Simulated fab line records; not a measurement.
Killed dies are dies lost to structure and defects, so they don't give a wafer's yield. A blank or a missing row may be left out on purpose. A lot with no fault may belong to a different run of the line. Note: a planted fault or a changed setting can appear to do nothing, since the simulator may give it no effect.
Problem report, 8D (eight disciplines) form, completed by code ; flow sfq-line ; the parts of the form that need people (team, actions taken, sign-off) are left out

== 1. THE ISSUE ==
SFQ_TRILAYER_I2_CMP_CMP_064, time-to-endpoint-s: mean 254 s on 2 wafers (1 lot); fault-free wafers 218 s, standard deviation 6.7. Measured from the usual mean, that is +5.3 standard deviations.
The step: polishes SiO2.
Earliest sighting: wafer L696.5 on cmp-02 at day 36 23:28. The record has a number at this step for 39 wafers belonging to 13 lots. Rule for "out", or "out of limits": more than 4 standard deviations from the usual mean. The other wafers with a number count as sound.

== 2. WHAT IT IS, AND WHAT IT ISN'T ==
question;is;is not
which readings at this step;time-to-endpoint-s;motor-current-A, slurry-filter-dp-kPa
which lots;L696;L680, L686, L687, L689, L690, L691, L692, L695, L698, L699, L701, L703
which wafers of those lots;L696.5, L696.6;L696.2
read on which tools;cmp-02;cmp-01
when;from day 36 23:28;"up to then (25 sound wafers); but 12 sound wafers of L698, L699, L701, L703 came after"

== 3. THE SUSPECTS, EACH WITH WHAT RULES IT OUT ==
Counting: if a tool at a process step up to the reading ran every lot that is out, it stays a suspect. Sound lots after the first of them don't rule it out here, since some wafers of a struck lot are sound.
- rie-metal-03 at SFQ_TRILAYER_M1_STRIP_STRIP_043 (strips in O2): kept. L696, the lot that is out, went through it at day 30 00:47; up to then, the latest sound lot through it was L692 at day 28 17:19.
- rie-metal-02 at SFQ_TRILAYER_M2_STRIP_STRIP_061 (strips in O2): kept. L696, the lot that is out, went through it at day 36 18:59; up to then, the latest sound lot through it was L691 at day 34 22:34.
- cmp-02 at SFQ_TRILAYER_I2_CMP_CMP_064 (polishes SiO2): kept. L696, the lot that is out, went through it at day 36 23:28; up to then, the latest sound lot through it was L692 at day 35 08:46. Its own readings are out on those wafers: time-to-endpoint-s.
- Within cmp-02 at SFQ_TRILAYER_I2_CMP_CMP_064: the wafers that are out ran in chambers 0, 1; their sound lot-mates ran in chamber 3.
Left after counting: rie-metal-03 at SFQ_TRILAYER_M1_STRIP_STRIP_043, rie-metal-02 at SFQ_TRILAYER_M2_STRIP_STRIP_061, cmp-02 at SFQ_TRILAYER_I2_CMP_CMP_064.

== 4. THE CAUSE (what the simulator had put in) ==
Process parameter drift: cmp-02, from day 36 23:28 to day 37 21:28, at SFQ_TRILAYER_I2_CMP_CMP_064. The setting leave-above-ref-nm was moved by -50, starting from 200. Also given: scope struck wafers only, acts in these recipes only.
Counting leaves 3 suspects; this tool is one of them.

== 5. SEQUENCE OF EFFECTS, ordered by route ==
Each row: a reading whose mean over the struck wafers that have a number lies more than 3 standard deviations from the usual. Only readings whose record carries a usual standard deviation are examined. hours: median over the lots of the time between each lot's start at the first step of this table that gives one and its start at this step. sigmas: the change, counted in usual standard deviations.
hours;step;reading;usual;on struck wafers;change;sigmas
0;SFQ_TRILAYER_I2_CMP_CMP_064;time-to-endpoint-s;218 s;254;+36;+5.3
2;SFQ_TRILAYER_I2_METRO_MEASURE_065;thk-nm;199.9 nm;150.7;-49.2;-57
151;SFQ_TRILAYER_I2_VIA_ETCH_VIA_ETCH_070;oes-product-au;0.854 a.u.;0.738;-0.116;-25
It contains these process steps:
- SFQ_TRILAYER_I2_CMP_CMP_064: polishes SiO2.
- SFQ_TRILAYER_I2_METRO_MEASURE_065
- SFQ_TRILAYER_I2_VIA_ETCH_VIA_ETCH_070: etches SiO2 in CHF3, stops on Nb, target depth 260 nm.

== 6. WHAT WOULD HAVE CAUGHT IT SOONER ==
The fault began at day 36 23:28; the first out-of-limits reading in this record came at day 36 23:28, 0 hours later.
